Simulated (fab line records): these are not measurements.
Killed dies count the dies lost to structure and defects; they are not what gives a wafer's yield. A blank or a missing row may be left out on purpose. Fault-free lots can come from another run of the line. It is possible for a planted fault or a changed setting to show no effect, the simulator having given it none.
fab line records | flow sky130
record lots=5 | wafers=15 | last-day=50
route steps=708 shown DNWELL@41 PWDE@45 NWELL@56 PAD_OPEN@708
lots that met no fault: from a run of the same line without faults
start-h: hours from the record's opening day to when the first of the lot's shown wafers began | wait-h: hours from the lot's prior step to this one | " identical to the entry in the row above | L1.1+2: one row covering several wafers at once | - value missing, or start not given | * or withheld: withheld | < > ~ a bound
route shown NAME@n: NAME is a module with steps in the file, n the number in the route of the first one | usual: mean/standard deviation of fault-free wafers | same: alike in all rows | chamber/n: place in a boat | sites: per-site readings | _std_site: their standard deviation | _edge_site: the outer-site mean with the inner-site mean subtracted | radius-mm: for every site, how far away it sits from the centre of the wafer | mask NAME#n: copy n | behind: tool/chamber where the wafer was last shaped | hold: the reason the lot was held/the length of the hold in hours/how it ended | device: the n, p or np transistor that did not switch | end of line: the route-end tests of the same wafers | a step without rows: its recipe alone | killed: at the first sort, the dies lost to defects and structure; wafer yield is something else | map: a wafer's dies, x killed, . not, _ none there
set.NAME: the setting the step ran with; set.NAME@STEP: the setting that earlier step ran with | model.NAME: the simulator's own value behind a step, which no gauge read
lots at selected steps of the route; one table per step, one row per wafer
services: from which hour (start-h, from the record's first day; less than 0 if before it) a tool's chamber was out of use, for how many hours, and why
## steps
# step SKY_DNWELL_DEVELOP_06
# recipe wall-angle-deg=90 | developer=TMAH | develop-time-s=60 | dev-temp-c=23
# step SKY_DNWELL_IMPLANT_07
# recipe species=P | energy-kev=withheld | dose-cm2=withheld | tilt-deg=withheld
# step SKY_DNWELL_STRIP_08
# recipe chemistry=O2/N2 | power-w=1400 | pressure-mtorr=1500 | platen-temp-c=withheld | o2-flow-sccm=3000 | n2-flow-sccm=300 | overash-fraction=0.5
# step SKY_PWDE_DEHYDRATE_00
# recipe temp-c=200 | time-s=60
# step SKY_PWDE_HMDS_01
# recipe prime-time-s=60 | prime-temp-c=120
# step SKY_PWDE_COAT_02
# recipe spin-rpm=2000 | resist-thk-nm=3000
# step SKY_PWDE_SOFTBAKE_03
# recipe temp-c=110 | time-s=withheld
# step SKY_PWDE_EXPOSE_04
# recipe mask-id=PWDEM | na=0.6 | source-shape=conventional | sigma-outer=0.6 | polarization=unpolarized | target-cd-nm=840 | dose-mj=214
# step SKY_PWDE_PEB_05
# recipe temp-c=115 | time-s=withheld
# step SKY_PWDE_DEVELOP_06
# recipe wall-angle-deg=90 | developer=TMAH | develop-time-s=60 | dev-temp-c=23
# step SKY_PWDE_IMPLANT_08
# recipe species=B | energy-kev=152.7 | dose-cm2=3.6e+12 | tilt-deg=withheld
# usual dose-ions-cm2=3.599e+12/3.7e+09 | faraday-current-uA=20.4/0.43
lot.wafer | tool         | chamber | start-h | wait-h | dose-ions-cm2 | faraday-current-uA
L378.3    | implanter-02 | 0       | 79.48   | 0.1    | 3.599e+12     | 20.7
L378.4    | "            | 0       | "       | "      | 3.594e+12     | 20.3
L378.5    | "            | 0       | "       | "      | 3.596e+12     | 21.2
L388.2    | implanter-02 | 0       | 139.33  | 0.0    | 6.315e+12     | 35.9
L388.3    | "            | 0       | "       | "      | 6.306e+12     | 36.0
L388.6    | "            | 0       | "       | "      | 6.313e+12     | 36.5
L389.1    | implanter-02 | 0       | 144.27  | 0.0    | 6.311e+12     | 35.0
L389.2    | "            | 0       | "       | "      | 6.309e+12     | 35.6
L389.3    | "            | 0       | "       | "      | 6.303e+12     | 36.1
L390.1    | implanter-02 | 0       | 148.01  | 0.0    | 6.311e+12     | 35.7
L390.2    | "            | 0       | "       | "      | 6.308e+12     | 36.3
L390.3    | "            | 0       | "       | "      | 6.306e+12     | 35.6
L397.2    | implanter-04 | 0       | 190.94  | 0.0    | 3.603e+12     | 20.4
L397.3    | "            | 0       | "       | "      | 3.603e+12     | 19.8
L397.6    | "            | 0       | "       | "      | 3.603e+12     | 20.9
# step SKY_PWDE_STRIP_09
# recipe chemistry=O2/N2 | power-w=1400 | pressure-mtorr=1500 | platen-temp-c=withheld | o2-flow-sccm=3000 | n2-flow-sccm=300 | overash-fraction=0.5
# step SKY_PWDE_TW_MEAS_10
# usual PWDE_TW=377.0/1.9
lot.wafer | tool          | chamber | start-h | wait-h | PWDE_TW
L378.3    | film-metro-01 | -       | 79.70   | 0.1    | 376.8
L378.4    | "             | -       | "       | "      | 376.9
L378.5    | "             | -       | "       | "      | 376.4
L388.2    | film-metro-01 | -       | 139.57  | 0.1    | 448.0
L388.3    | "             | -       | "       | "      | 451.0
L388.6    | "             | -       | "       | "      | 448.5
L389.1    | film-metro-02 | -       | 144.52  | 0.1    | 447.3
L389.2    | "             | -       | "       | "      | 448.1
L389.3    | "             | -       | "       | "      | 449.2
L390.1    | film-metro-02 | -       | 148.26  | 0.1    | 450.1
L390.2    | "             | -       | "       | "      | 450.1
L390.3    | "             | -       | "       | "      | 448.8
L397.2    | film-metro-04 | -       | 191.18  | 0.1    | 373.7
L397.3    | "             | -       | "       | "      | 374.7
L397.6    | "             | -       | "       | "      | 375.1
# step SKY_NWELL_DEHYDRATE_03
# recipe temp-c=200 | time-s=60
# step SKY_NWELL_HMDS_04
# recipe prime-time-s=60 | prime-temp-c=120
# step SKY_NWELL_COAT_05
# recipe spin-rpm=2000 | resist-thk-nm=3000
# step SKY_NWELL_SOFTBAKE_06
# recipe temp-c=110 | time-s=withheld
# step SKY_NWELL_EXPOSE_07
# recipe mask-id=NWM | na=0.6 | source-shape=conventional | sigma-outer=0.6 | polarization=unpolarized | target-cd-nm=840 | dose-mj=255
# step SKY_NWELL_PEB_08
# recipe temp-c=115 | time-s=withheld
# step SKY_NWELL_DEVELOP_09
# recipe wall-angle-deg=90 | developer=TMAH | develop-time-s=60 | dev-temp-c=23
# step SKY_NWELL_IMPLANT_11
# recipe species=P | energy-kev=400 | dose-cm2=1.942e+13 | tilt-deg=withheld
# step SKY_NWELL_IMPLANT_12
# recipe species=P | energy-kev=120 | dose-cm2=1.3e+12 | tilt-deg=withheld
# step SKY_NWELL_IMPLANT_13
# recipe species=P | energy-kev=50 | dose-cm2=7e+11 | tilt-deg=withheld
# step SKY_NWELL_STRIP_14
# recipe chemistry=O2/N2 | power-w=1400 | pressure-mtorr=1500 | platen-temp-c=withheld | o2-flow-sccm=3000 | n2-flow-sccm=300 | overash-fraction=0.5
# step SKY_NWELL_DEHYDRATE_16
# recipe temp-c=200 | time-s=60
# step SKY_NWELL_HMDS_17
# recipe prime-time-s=60 | prime-temp-c=120
# step SKY_NWELL_COAT_18
# recipe spin-rpm=2000 | resist-thk-nm=3000
# step SKY_NWELL_SOFTBAKE_19
# recipe temp-c=110 | time-s=withheld
# step SKY_NWELL_EXPOSE_20
# recipe mask-id=NWM_COMPLEMENT | na=0.6 | source-shape=conventional | sigma-outer=0.6 | polarization=unpolarized | target-cd-nm=840 | dose-mj=260
# step SKY_NWELL_PEB_21
# recipe temp-c=115 | time-s=withheld
# step SKY_NWELL_DEVELOP_22
# recipe wall-angle-deg=90 | developer=TMAH | develop-time-s=60 | dev-temp-c=23
# step SKY_NWELL_IMPLANT_24
# recipe species=B | energy-kev=140 | dose-cm2=9.2e+12 | tilt-deg=withheld
# step SKY_NWELL_STRIP_25
# recipe chemistry=O2/N2 | power-w=1400 | pressure-mtorr=1500 | platen-temp-c=withheld | o2-flow-sccm=3000 | n2-flow-sccm=300 | overash-fraction=0.5
# step SKY_NWELL_CLEAN_27
# recipe chemistry=SC1/SC2 | mix=1:4:20 | temp-c=70 | time-s=150 | dry=n2-spin
# step SKY_NWELL_RTA_28
# recipe temp-c=1050 | time-s=30 | idle-temp-c=650 | ramp-up-c-per-s=150 | ramp-down-c-per-s=90 | ambient=N2
# step SKY_NWELL_RS_MEAS_31
# recipe thk-meas-gauge=four-point-probe
# usual PWDE_RS=5271/15
lot.wafer | tool          | chamber | start-h | wait-h | PWDE_RS[ohm/sq]
L378.3    | film-metro-04 | -       | 114.06  | 0.1    | 5305
L378.4    | "             | -       | "       | "      | 5279
L378.5    | "             | -       | "       | "      | 5278
L388.2    | film-metro-01 | -       | 180.18  | 0.1    | 3420
L388.3    | "             | -       | "       | "      | 3421
L388.6    | "             | -       | "       | "      | 3412
L389.1    | film-metro-04 | -       | 186.61  | 0.1    | 3430
L389.2    | "             | -       | "       | "      | 3438
L389.3    | "             | -       | "       | "      | 3434
L390.1    | film-metro-02 | -       | 190.67  | 0.1    | 3428
L390.2    | "             | -       | "       | "      | 3433
L390.3    | "             | -       | "       | "      | 3422
L397.2    | film-metro-02 | -       | 237.69  | 0.1    | 5288
L397.3    | "             | -       | "       | "      | 5279
L397.6    | "             | -       | "       | "      | 5268
# step SKY_PAD_OPEN_PROBE_99
# usual killed_at_M0_to_M3=44/7 | killed_at_M4_up=3.2/2 | killed-at-contacts=25/5.3 | killed-at-front-end=15/4.3 | killed-at-other=0.3/0.54 | killed-dies=86/8.7 | killed-open=47/6.4 | killed-short=39/5.6
# same gross-dies=492 | killed-at-back-side=0
lot.wafer | tool      | chamber | start-h | wait-h | killed_at_M0_to_M3 | killed_at_M4_up | killed-at-contacts | killed-at-front-end | killed-at-other | killed-dies | killed-open | killed-short | model.etest.res_p_drift_20v.line-ohm-um | model.etest.res_p_drift_20v.rs-ohm-sq | model.etest.res-pwde-under-gate.rs-ohm-sq
L378.3    | prober-01 | -       | 1082.50 | 0.2    | 49                 | 5               | 26                 | 12                  | 1               | 93          | 49          | 44           | 1.09e+04                                | 9035                                  | 6163
L378.4    | prober-01 | -       | 1082.55 | 0.2    | 39                 | 2               | 22                 | 5                   | 1               | 69          | 28          | 41           | 1.05e+04                                | 8701                                  | 6175
L378.5    | prober-01 | -       | 1082.60 | 0.2    | 38                 | 4               | 29                 | 12                  | 0               | 83          | 42          | 41           | 1.028e+04                               | 8738                                  | 6129
L388.2    | prober-01 | -       | 1146.51 | 0.1    | 38                 | 0               | 31                 | 17                  | 0               | 86          | 52          | 34           | 6879                                    | 5929                                  | 3777
L388.3    | prober-01 | -       | 1146.56 | 0.2    | 51                 | 1               | 20                 | 12                  | 1               | 85          | 52          | 33           | 6824                                    | 5699                                  | 3767
L388.6    | prober-01 | -       | 1146.71 | 0.2    | 44                 | 3               | 41                 | 13                  | 0               | 101         | 59          | 41           | 7110                                    | 5969                                  | 3719
L389.1    | prober-02 | -       | 1149.99 | 0.1    | 46                 | 6               | 30                 | 10                  | 0               | 92          | 50          | 41           | 6170                                    | 5182                                  | 3725
L389.2    | prober-02 | -       | 1150.04 | 0.1    | 32                 | 7               | 18                 | 19                  | 1               | 77          | 44          | 31           | 6435                                    | 5332                                  | 3748
L389.3    | prober-02 | -       | 1150.09 | 0.2    | 37                 | 0               | 26                 | 13                  | 2               | 78          | 44          | 34           | 6346                                    | 5380                                  | 3751
L390.1    | prober-01 | -       | 1157.01 | 0.1    | 48                 | 1               | 27                 | 15                  | 0               | 91          | 55          | 36           | 6761                                    | 5677                                  | 3725
L390.2    | prober-01 | -       | 1157.06 | 0.1    | 44                 | 6               | 24                 | 13                  | 0               | 87          | 49          | 38           | 6954                                    | 5893                                  | 3750
L390.3    | prober-01 | -       | 1157.11 | 0.2    | 55                 | 3               | 27                 | 21                  | 0               | 106         | 60          | 45           | 6835                                    | 5746                                  | 3731
L397.2    | prober-02 | -       | 1191.95 | 0.1    | 49                 | 8               | 36                 | 10                  | 1               | 104         | 59          | 45           | 1.239e+04                               | 1.026e+04                             | 6105
L397.3    | prober-02 | -       | 1192.00 | 0.2    | 48                 | 2               | 24                 | 15                  | 0               | 89          | 48          | 41           | 1.16e+04                                | 9758                                  | 6134
L397.6    | prober-02 | -       | 1192.15 | 0.2    | 36                 | 0               | 34                 | 16                  | 0               | 86          | 42          | 44           | 1.174e+04                               | 9895                                  | 6107
# killed by level:class
L378.3 VIA1:geometric-particle:open=13 VIA2:geometric-particle:open=10 METAL2:geometric-particle:short=8 LI_CONTACT:geometric-particle:open=7 CONTACT:geometric-particle:short=6 CONTACT:geometric-particle:open=5 VIA1:geometric-particle:short=5 LI_CONTACT:geometric-particle:short=4
L378.4 VIA1:geometric-particle:open=8 CONTACT:geometric-particle:short=7 LI_CONTACT:geometric-particle:open=6 LOCAL_INTERCONNECT:geometric-particle:short=5 METAL1:geometric-particle:short=5 METAL2:geometric-particle:short=5 VIA2:geometric-particle:short=4 VIA3:geometric-particle:open=4
L378.5 VIA3:geometric-particle:open=11 CONTACT:geometric-particle:short=8 LI_CONTACT:geometric-particle:open=7 LOCAL_INTERCONNECT:geometric-particle:short=7 VIA1:geometric-particle:open=6 CONTACT:geometric-particle:open=5 VIA2:geometric-particle:open=5 METAL2:geometric-particle:short=4
L388.2 LI_CONTACT:geometric-particle:open=9 VIA2:geometric-particle:open=8 CONTACT:geometric-particle:open=8 VIA1:geometric-particle:open=8 LOCAL_INTERCONNECT:geometric-particle:short=6 METAL2:geometric-particle:short=6 POLY_GATE:geometric-particle:open=5 VIA2:geometric-particle:short=4
L388.3 VIA1:geometric-particle:open=14 METAL2:geometric-particle:short=7 VIA2:geometric-particle:open=7 CONTACT:geometric-particle:open=6 FIELD_ISO:geometric-particle:open=5 CONTACT:geometric-particle:short=5 LI_CONTACT:geometric-particle:open=4 LOCAL_INTERCONNECT:geometric-particle:short=4
L388.6 CONTACT:geometric-particle:open=18 VIA1:geometric-particle:open=11 CONTACT:geometric-particle:short=9 VIA2:geometric-particle:open=8 LI_CONTACT:geometric-particle:open=7 METAL2:geometric-particle:short=7 VIA3:geometric-particle:open=5 LOCAL_INTERCONNECT:geometric-particle:short=4
L389.1 CONTACT:geometric-particle:open=14 VIA1:geometric-particle:open=10 LI_CONTACT:geometric-particle:open=7 METAL1:geometric-particle:short=7 POLY_GATE:geometric-particle:short=6 VIA2:geometric-particle:open=6 VIA3:geometric-particle:open=5 LOCAL_INTERCONNECT:geometric-particle:short=4
L389.2 VIA1:geometric-particle:open=10 CONTACT:geometric-particle:open=8 FIELD_ISO:geometric-particle:short=5 POLY_GATE:geometric-particle:short=5 LI_CONTACT:geometric-particle:open=5 METAL1:geometric-particle:short=5 FIELD_ISO:geometric-particle:open=3 POLY_GATE:geometric-particle:open=3
L389.3 METAL1:geometric-particle:short=10 CONTACT:geometric-particle:open=10 LI_CONTACT:geometric-particle:open=9 VIA1:geometric-particle:open=7 VIA2:geometric-particle:open=5 FIELD_ISO:geometric-particle:short=3 FIELD_ISO:geometric-particle:open=3 POLY_GATE:geometric-particle:short=3
L390.1 VIA1:geometric-particle:open=12 CONTACT:geometric-particle:open=10 VIA2:geometric-particle:open=10 LI_CONTACT:geometric-particle:open=8 CONTACT:geometric-particle:short=7 VIA3:geometric-particle:open=7 FIELD_ISO:geometric-particle:short=5 METAL1:geometric-particle:short=5
L390.2 VIA1:geometric-particle:open=12 VIA2:geometric-particle:open=9 CONTACT:geometric-particle:open=7 VIA3:geometric-particle:open=6 FIELD_ISO:geometric-particle:short=5 METAL1:geometric-particle:short=5 LI_CONTACT:geometric-particle:open=5 LOCAL_INTERCONNECT:geometric-particle:short=5
L390.3 VIA1:geometric-particle:open=12 CONTACT:geometric-particle:open=12 LI_CONTACT:geometric-particle:open=7 VIA3:geometric-particle:open=7 VIA3:geometric-particle:short=7 POLY_GATE:geometric-particle:open=6 METAL1:geometric-particle:short=6 FIELD_ISO:geometric-particle:short=5
L397.2 VIA1:geometric-particle:open=18 LOCAL_INTERCONNECT:geometric-particle:short=9 LI_CONTACT:geometric-particle:open=7 VIA2:geometric-particle:open=7 LI_CONTACT:geometric-particle:short=6 CONTACT:geometric-particle:short=6 CONTACT:geometric-particle:open=6 METAL4:geometric-particle:short=5
L397.3 VIA1:geometric-particle:open=12 METAL1:geometric-particle:short=10 LI_CONTACT:geometric-particle:open=8 VIA3:geometric-particle:open=7 CONTACT:geometric-particle:open=6 VIA2:geometric-particle:open=5 METAL3:geometric-particle:short=5 FIELD_ISO:geometric-particle:open=4
L397.6 CONTACT:geometric-particle:open=16 VIA1:geometric-particle:open=8 POLY_GATE:geometric-particle:short=6 LOCAL_INTERCONNECT:geometric-particle:short=6 FIELD_ISO:geometric-particle:open=5 CONTACT:geometric-particle:short=5 METAL1:geometric-particle:short=5 VIA1:geometric-particle:short=5
## services
tool         | chamber | start-h | hours | kind
implanter-02 | -       | 68.88   | 1.6   | repair
implanter-04 | -       | 102.66  | 3.0   | pm
implanter-02 | -       | 153.38  | 5.3   | repair
implanter-02 | -       | 171.59  | 1.6   | pm
## key
first-sign step=SKY_PWDE_IMPLANT_08 | reading=dose-ions-cm2 | direction=up | sigmas=99+ | usual=* | struck=*
effect step=SKY_PWDE_IMPLANT_08 | reading=faraday-current-uA | direction=up | sigmas=36 | usual=20.4 | struck=35.9
effect step=SKY_PWDE_TW_MEAS_10 | reading=PWDE_TW | direction=up | sigmas=37 | usual=377.0 | struck=449.0
effect step=SKY_NWELL_RS_MEAS_31 | reading=PWDE_RS | direction=down | sigmas=99+ | usual=5271 | struck=3426
model-effect step=SKY_PAD_OPEN_PROBE_99 | value=etest.res_p_drift_20v.line-ohm-um | without=1.09e+04 | struck=6702
met-at SKY_PWDE_IMPLANT_08
struck-wafers L388.2,L388.3,L388.6,L389.1,L389.2,L389.3,L390.1,L390.2,L390.3
tester-left-out L388,L389,L390
onset-between 79.48 139.33
fault kind=process-parameter-drift | tool=implanter-02 | chamber=- | onset-h=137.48 | steps=SKY_PWDE_IMPLANT_08 | channel=dose-cm2 | offset=* | shape=step | end-h=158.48 | acts-in=* | stated=*
# tester-left-out: of these lots the tester's yield and bins aren't shown, on N5 and GAA mostly nor the transistor test; their killed dies are dies lost to structure and defects alone, not to doping, threshold or leakage, so they don't give the yield
